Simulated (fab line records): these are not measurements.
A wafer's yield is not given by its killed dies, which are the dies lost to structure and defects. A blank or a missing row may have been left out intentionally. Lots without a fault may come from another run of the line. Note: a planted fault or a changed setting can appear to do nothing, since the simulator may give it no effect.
Chamber matching -- flow gf180mcu -- GF_V4_CMP_26 on cmp-01 has 4 sister chambers
The step polishes, stops on SiO2, t overpolish 15 s, target thk 0 nm. 16 wafers are shown with their chamber, then 8 later ones without.

## WAFERS, EACH WITH ITS CHAMBER
wafer,chamber,motor current A (A),time to endpoint s (s),retaining ring pressure frac
L252.4,3,9.7,85,1.001
L252.5,0,9.8,87,0.996
L252.6,3,10.1,83,1.001
L253.4,1,11.9,83,0.994
L253.5,0,9.5,85,1.001
L253.6,3,9.7,84,0.997
L258.1,1,12.0,77,1.000
L258.4,0,9.3,84,0.993
L258.6,2,9.9,80,0.993
L259.3,3,10.1,78,1.003
L259.5,1,11.8,80,1.000
L259.6,0,9.7,83,0.999
L261.1,1,11.6,83,0.996
L261.3,3,10.7,79,1.009
L261.4,2,10.4,79,0.998
L265.1,0,9.5,92,0.997

SIGNATURES (averages over the wafers above)
reading,chamber 0,chamber 1,chamber 2,chamber 3,scatter within a chamber
motor current A,9.560,11.825,10.150,10.060,0.294
time to endpoint s,86.20,80.75,79.50,81.80,3.09
retaining ring pressure frac,0.99720,0.99750,0.99550,1.00220,0.00357
Rule: a wafer lies at a distance from a chamber equal to the root of the sum of squares, over the readings, of (its reading less the chamber's mean, divided by the reading's scatter). The wafer belongs to the nearest chamber; if the next one is less than 2 further off, it can't be placed. How the scatter is found: for the shown wafers, subtract from each reading the mean of its chamber, square and add these, divide the total by (wafers less chambers), then take the root.

## WAFERS MISSING THEIR CHAMBER
wafer,motor current A (A),time to endpoint s (s),retaining ring pressure frac
L265.2,10.6,84,0.996
L265.4,12.1,86,1.005
L266.2,10.3,84,1.001
L266.3,10.1,91,0.993
L266.5,10.1,85,1.003
L275.1,10.4,84,0.995
L275.5,10.6,80,0.998
L275.6,12.1,83,0.988

## EACH ONE'S CHAMBER
wafer,from the rows above,in truth
L265.2,can't be placed: 2 or 3 or 0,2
L265.4,1,1
L266.2,can't be placed: 3 or 2 or 0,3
L266.3,can't be placed: 0 or 2 or 3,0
L266.5,can't be placed: 3 or 0 or 2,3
L275.1,can't be placed: 2 or 3 or 0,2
L275.5,can't be placed: 2 or 3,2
L275.6,1,1
Correct placement for 2 of the 8. Cannot be placed on the basis of these rows: 6; the candidates contain the true chamber in 6. Wrongly placed: 0.
